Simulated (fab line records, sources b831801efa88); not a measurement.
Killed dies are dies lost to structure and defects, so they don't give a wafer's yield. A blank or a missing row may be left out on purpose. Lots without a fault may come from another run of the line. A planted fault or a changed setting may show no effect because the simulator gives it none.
Which tool did it? | flow gf180mcu | 7 lots, 21 wafers sampled, at 3 steps of a route of 602

WHAT THE GAUGES READ, wafer by wafer
GF_HV_LDD_TW_MEAS_11.
lot  | measured     | on            | HV_LDD_TW
L394 | day 10 07:11 | film_metro-02 | 2405 2407 2408
L396 | day 11 03:05 | film_metro-02 | 2426 2429 2427
L398 | day 11 16:53 | film_metro-02 | 2436 2428 2427
L409 | day 14 10:19 | film_metro-03 | 30 30 30
L411 | day 15 02:25 | film_metro-04 | 31 31 31
L413 | day 15 23:15 | film_metro-03 | 2417 2387 2388
L415 | day 16 07:10 | film_metro-04 | 2480 2460 2473

WHICH TOOL RAN EACH LOT (tool, then ch and the chambers of the sampled wafers, then the start)
lot  | GF_NWELL_STRIP_10                   | GF_HV_LDD_IMPLANT_09
L394 | plasma_asher-03 ch 0,1, day 3 14:39 | implanter-04 ch 0, day 10 06:56
L396 | plasma_asher-02 ch 0,1, day 4 00:53 | implanter-04 ch 0, day 11 02:52
L398 | plasma_asher-04 ch 0,1, day 4 13:57 | implanter-04 ch 0, day 11 16:40
L409 | plasma_asher-04 ch 0,1, day 6 22:40 | implanter-01, day 14 10:06
L411 | plasma_asher-02 ch 0,1, day 7 11:12 | implanter-04, day 15 02:11
L413 | plasma_asher-02 ch 0,1, day 7 21:06 | implanter-01 ch 0, day 15 23:00
L415 | plasma_asher-04 ch 0,1, day 8 09:38 | implanter-03 ch 0, day 16 06:55
- GF_NWELL_STRIP_10: strips in O2/N2.
- GF_HV_LDD_IMPLANT_09

THE ANSWER, worked out from the rows above alone
Rule: what is usual is taken from the lots themselves. Put in order of their means at a reading, lots are off if they are a third of the lots or fewer, leave a main group of 4 or more, and stand apart from it by a gap of 3 or more times the standard deviation of the main group's means; of several such gaps the widest counts. A main group whose means are all the same, to the digits that the tables above print for the reading, isn't used. A lot without any number at a reading at which 4 lots or more have one is off too. The other lots that the step has rows for count as sound.
Off: L409, L411, at GF_HV_LDD_TW_MEAS_11 (HV_LDD_TW). The main group: mean 2427, standard deviation 25.
A tool fits if, at a process step before that reading, it ran every lot that is off, and no sound lot after the first of them. The gauges at GF_HV_LDD_TW_MEAS_11 are tried like those tools. None of those tried fits.

WHAT THE SIMULATOR HAD PUT IN
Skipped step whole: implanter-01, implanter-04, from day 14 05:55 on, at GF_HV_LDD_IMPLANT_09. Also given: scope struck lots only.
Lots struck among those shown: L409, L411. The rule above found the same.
